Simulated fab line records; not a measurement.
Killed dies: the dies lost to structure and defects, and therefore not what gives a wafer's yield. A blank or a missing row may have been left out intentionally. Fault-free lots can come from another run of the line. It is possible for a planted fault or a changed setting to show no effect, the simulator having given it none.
A struck lot beside a sound one    flow sky130    15 steps out of a route of 708
Sound: the wafers L593.2, L593.3, L593.4. Struck: wafer L601.6 (left out: L601.5, a lot-mate that was not struck); the cause follows at the end.
Each step with rows lists, per side, the tool, then ch with its chambers, then its first start. Under that, the readings that differ: sound wafers    struck wafers    difference of the means    sigmas: that difference in standard deviations of wafers without a fault.
alike: readings whose means differ by less than 2 such deviations, and words and numbers that are the same on both sides. not compared: withheld readings, readings that some wafer has no value for, bounds like >300 that may hide the same value, and numbers for which the record gives no deviation and whose values overlap.
The two part at a step that has a row with sigmas, a row that says differs or no value, or rows on one side only. When numbers do not overlap yet have no deviation, they are printed without sigmas and do not part them. A reading that every wafer of one side lacks parts them only if that side has two wafers or more.

SKY_METAL4_METAL_ETCH_18: etches the open film in Cl2/BCl3, stops on SiO2, target depth 845 nm, time 183.1 s.
  sound on rie_metal-02 ch 0,1, day 42 23:15; struck on rie_metal-01 ch 1, day 45 00:49
reading                      sound        struck  difference  sigmas
drypump_motor_current_A (A)  5.3 5.3 5.8  6.6     +1.1        +2
  alike: oes_product_au, throttle_valve_pct
  not compared: rf_hours_counter_h
SKY_METAL4_STRIP_19: strips in O2/N2.
  sound on plasma_asher-02 ch 0,1, day 42 23:26; struck on plasma_asher-01 ch 0, day 45 00:56
  alike: drypump_motor_current_A, o2_flow_sccm, oes_product_au, strip_time_to_endpoint_s
  not compared: rf_hours_counter_h
then, 4 steps without rows for these wafers: SKY_METAL4_STRIP_20 (strips in post etch residue remover, time 1200 s); SKY_METAL4_CLEAN_21 (cleans in IPA, time 180 s); SKY_METAL4_CLEAN_22 (cleans in O3/DIW); SKY_VIA4_HDPCVD_00 (deposits SiO2, target thk 1750 nm, time 291.7 s).
SKY_VIA4_THK_MEAS_01:
  sound on film_metro-01 at day 43 00:13; struck on film_metro-03 at day 45 01:43
  alike: VIA4_HDPCVD_THK
SKY_VIA4_CMP_02: polishes SiO2.
  sound on cmp-02 ch 0,2,3, day 43 00:16; struck on cmp-02 ch 0, day 45 01:56
reading              sound           struck  difference  sigmas
motor_current_A (A)  12.3 13.8 10.9  15.1    +2.8        +3
  alike: edge_zone_pressure_frac
SKY_VIA4_BOW_MEAS_03:
  sound on film_metro-03 at day 43 00:35; struck on film_metro-03 at day 45 02:07
  alike: VIA4_BOW
then, 3 steps without rows for these wafers: SKY_VIA4_DEHYDRATE_04 (time 60 s); SKY_VIA4_HMDS_05 (prime time 60 s); SKY_VIA4_COAT_06 (resist thk 1140 nm).
SKY_VIA4_SOFTBAKE_07: time 60 s.
  sound on litho_track-04 ch 0, day 43 12:01; struck on litho_track-04 ch 0, day 45 13:11
reading           sound              struck  difference  sigmas
run_length_s (s)  89.38 89.49 89.59  91.93   +2.44       +8
  alike: plate_temp_C
then, 1 step without rows for these wafers: SKY_VIA4_EXPOSE_08 (exposes mask VIM4, target cd 800 nm).
-- the record jumps here: 3 days lie between the struck wafers' starts before and after (it left off in module VIA4 and takes up again in module PAD_OPEN, whose first step shown is number 708 of the route) --
SKY_PAD_OPEN_PROBE_99:
  sound on prober-02 at day 46 20:28; struck on prober-01 at day 48 17:10
  alike: defect_limited_yield, killed_at_M0_to_M3, killed_at_M4_up, killed_at_contacts, killed_at_front_end, killed_at_other, killed_dies, killed_open, killed_short, sort_bin_3_pad_short, sort_bin_5_function, sort_bin_6_memory, sort_n_pass, sort_yield_pct

## WHERE THEY PART
At SKY_METAL4_METAL_ETCH_18 first; at SKY_VIA4_SOFTBAKE_07 last (within this record only). Later steps at which nothing parts them and some readings are alike: SKY_PAD_OPEN_PROBE_99.

WHY: what the simulator had put in
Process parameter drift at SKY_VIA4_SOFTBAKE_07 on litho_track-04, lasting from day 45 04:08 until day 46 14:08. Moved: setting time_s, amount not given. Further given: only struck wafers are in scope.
